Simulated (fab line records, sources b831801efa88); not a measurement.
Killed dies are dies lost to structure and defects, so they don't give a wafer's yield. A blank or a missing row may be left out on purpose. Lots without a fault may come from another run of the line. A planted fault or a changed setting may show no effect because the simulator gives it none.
Which tool did it? | flow sky130 | 6 lots, 18 wafers sampled, at 2 steps of a route of 708

WHAT THE GAUGES READ, wafer by wafer
SKY_VIA3_THK_MEAS_01.
lot  | measured     | on            | VIA3_HDPCVD_THK (nm)
L670 | day 38 20:08 | film_metro-03 | 1622 1609 1637
L672 | day 39 12:43 | film_metro-03 | 1648 1647 1667
L674 | day 40 11:14 | film_metro-04 | 1637 1635 1637
L676 | day 41 15:26 | film_metro-04 | 1588 1618 1588
L680 | day 42 05:20 | film_metro-04 | 1616 1611 1597
L683 | day 43 13:05 | film_metro-01 | 1820 1653 1812

WHICH TOOL RAN EACH LOT (tool, then ch and the chambers of the sampled wafers, then the start)
lot  | SKY_VIA3_HDPCVD_00
L670 | hdpcvd-01 ch 0,2, day 38 19:58
L672 | hdpcvd-01 ch 0,1, day 39 12:32
L674 | hdpcvd-02 ch 1,2, day 40 11:04
L676 | hdpcvd-01 ch 0,2, day 41 15:16
L680 | hdpcvd-01 ch 0,1,2, day 42 05:09
L683 | hdpcvd-02 ch 0,2, day 43 12:55
- SKY_VIA3_HDPCVD_00: deposits SiO2, target thk 1635 nm, time 272.5 s.

THE ANSWER, worked out from the rows above alone
Rule: what is usual is taken from the lots themselves. Put in order of their means at a reading, lots are off if they are a third of the lots or fewer, leave a main group of 4 or more, and stand apart from it by a gap of 3 or more times the standard deviation of the main group's means; of several such gaps the widest counts. A main group whose means are all the same, to the digits that the tables above print for the reading, isn't used. A lot without any number at a reading at which 4 lots or more have one is off too. The other lots that the step has rows for count as sound.
Off: L683, at SKY_VIA3_THK_MEAS_01 (VIA3_HDPCVD_THK). The main group: mean 1624 nm, standard deviation 20.
A tool fits if, at a process step before that reading, it ran every lot that is off, and no sound lot after the first of them. The gauges at SKY_VIA3_THK_MEAS_01 are tried like those tools. Can't be told from this: 2 tools fit, hdpcvd-02 at SKY_VIA3_HDPCVD_00, film_metro-01 at SKY_VIA3_THK_MEAS_01.

WHAT THE SIMULATOR HAD PUT IN
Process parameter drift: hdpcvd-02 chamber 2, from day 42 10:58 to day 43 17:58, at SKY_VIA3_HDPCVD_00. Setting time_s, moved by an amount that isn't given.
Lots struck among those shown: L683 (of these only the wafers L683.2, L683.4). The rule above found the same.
